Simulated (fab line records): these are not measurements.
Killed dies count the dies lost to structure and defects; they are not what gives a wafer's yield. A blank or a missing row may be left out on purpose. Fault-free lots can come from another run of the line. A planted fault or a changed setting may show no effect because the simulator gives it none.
What tool caused it? | flow sky130 | 18 wafers from 6 lots sampled at 2 of the route's 708 steps

== WHAT THE GAUGES READ, wafer by wafer ==
SKY_METAL3_OVL_MEAS_14.
lot  | measured     | on         | METAL3_OVL (nm)
L347 | day 38 21:43 | overlay-01 | -3 2 8
L349 | day 39 18:58 | overlay-01 | 1 5 3
L361 | day 43 06:52 | overlay-01 | 14 9 7
L364 | day 44 10:07 | overlay-02 | 2 10 6
L366 | day 44 11:41 | overlay-02 | 15 13 4
L369 | day 45 07:32 | overlay-02 | 4 10 6

== WHICH TOOL RAN EACH LOT (tool, then ch and the chambers of the sampled wafers, then the start) ==
lot  | SKY_VIA1_STRIP_17
L347 | wetBench-04 ch 2, day 34 05:56
L349 | wetBench-02 ch 0, day 35 06:55
L361 | wetBench-01 ch 0, day 39 01:04
L364 | wetBench-01 ch 1, day 40 08:08
L366 | wetBench-04 ch 2, day 40 08:50
L369 | wetBench-04 ch 0, day 41 04:08
- SKY_VIA1_STRIP_17: strips in post etch residue remover, time 1200 s.

== THE ANSWER, worked out from the rows above alone ==
Rule: usual is defined by the lots themselves. The widest of any qualifying gaps counts: lots, ordered by their means at a reading, are off when they make up no more than a third of the lots, leave a main group of 4 or more, and stand apart from it by 3 or more times the standard deviation of that group's means. A main group whose means are all the same, to the digits that the tables above print for the reading, isn't used. Also off: a lot with no number at a reading for which 4 or more lots have one. Any other lot the step has rows for is counted as sound.
None of the lots is off at any reading shown; this tells nothing.

== WHAT THE SIMULATOR HAD PUT IN ==
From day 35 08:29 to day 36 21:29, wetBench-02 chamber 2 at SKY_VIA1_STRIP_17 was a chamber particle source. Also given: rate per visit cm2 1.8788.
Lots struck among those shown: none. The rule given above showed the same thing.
